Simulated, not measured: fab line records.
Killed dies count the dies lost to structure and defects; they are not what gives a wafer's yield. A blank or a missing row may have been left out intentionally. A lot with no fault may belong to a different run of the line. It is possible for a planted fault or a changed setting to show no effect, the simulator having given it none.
Problem report, 8D (eight disciplines) form, completed by code / flow gf180mcu / the parts of the form that need people (team, actions taken, sign-off) are left out

## 1. THE ISSUE
Mean HV_LDD_RS at GF_HV_LDD_RS_MEAS_53: 374.6 ohm/sq over 6 wafers in 2 lots; fault-free wafers: 418.4 ohm/sq, standard deviation 0.86. Relative to the usual mean, that is a shift of -51 standard deviations.
The step: measures by four-point-probe.
First observed at day 18 07:12: wafer L518.1, on filmMetro-02. The record has a number at this step for 42 wafers belonging to 14 lots. By rule, "out" or "out of limits" means more than 4 standard deviations away from the usual mean. The rest of the wafers with a number are treated as sound.

## 2. WHAT IT IS, AND WHAT IT ISN'T
question=which readings at this step | is=HV_LDD_RS | is not=-
question=which lots | is=L518, L520 | is not=L501, L503, L504, L505, L509, L511, L512, L513, L516, L521, L522, L523
question=which wafers of those lots | is=all that have a number | is not=-
question=read on which gauges | is=filmMetro-02, filmMetro-04 | is not=filmMetro-01
question=when | is=from day 18 07:12 | is not=up to then (27 sound wafers); but 9 sound wafers of L521, L522, L523 came after

## 3. THE SUSPECTS, EACH WITH WHAT RULES IT OUT
Counting: a tool at any process step up to the reading remains a suspect when it ran all the lots that are out and ran no sound lot after the first of those.
- the gauge at GF_HV_LDD_RS_MEAS_53: ruled out. 2 gauges (filmMetro-02, filmMetro-04) read the wafers that are out.
- plasmaAsher-01 at GF_VT_IMPLANT_STRIP_20 (strips in O2/N2): kept. Every lot that is out went through it, starting with L518 (day 10 22:55), and after that it ran no sound lot; the last sound lot it ran before then is L516 (day 10 11:15).
- implanter-03 at GF_HV_LDD_IMPLANT_35: kept. Every lot that is out went through it, starting with L518 (day 17 06:32), and after that it ran no sound lot; the last sound lot it ran before then is L516 (day 16 15:50). Its own readings are out on those wafers: tiltDeg.
What counting leaves: plasmaAsher-01 at GF_VT_IMPLANT_STRIP_20 and implanter-03 at GF_HV_LDD_IMPLANT_35.

## 4. THE CAUSE (what the simulator had put in)
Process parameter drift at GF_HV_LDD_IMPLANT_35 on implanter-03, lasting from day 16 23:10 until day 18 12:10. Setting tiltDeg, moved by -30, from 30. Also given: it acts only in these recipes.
After counting, 2 suspects remain, this tool included.

## 5. SEQUENCE OF EFFECTS, ordered by route
Each row: a reading where the mean over the struck wafers with a number is more than 3 standard deviations away from the usual. Only readings whose record carries a usual standard deviation are examined. hours: median over the lots of the time between each lot's start at the first step of this table that gives one and its start at this step. sigmas: the change, counted in usual standard deviations.
hours=0; step=GF_HV_LDD_IMPLANT_35; reading=tiltDeg; usual=29.996 degrees; on struck wafers=0.001; change=-29.994; sigmas=-99 or more
hours=25; step=GF_HV_LDD_RS_MEAS_53; reading=HV_LDD_RS; usual=418.4 ohm/sq; on struck wafers=374.6; change=-43.8; sigmas=-51
Here are the process steps it includes:
- GF_HV_LDD_IMPLANT_35

## 6. HOW IT WOULD HAVE BEEN CAUGHT EARLIER
32 hours passed between the start of the fault at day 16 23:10 and the first reading out of limits at a measuring or inspecting step in this record, taken at day 18 07:12.
The tool's own readings at GF_HV_LDD_IMPLANT_35 were out on every struck wafer that the step has a row for (tiltDeg): an alarm limit on them would have fired on the first of those.
Each of the lots that are out, 2 in all, had begun GF_HV_LDD_IMPLANT_35 on implanter-03 no later than day 18 07:12. None of them would have been spared by holding the tool at that moment.
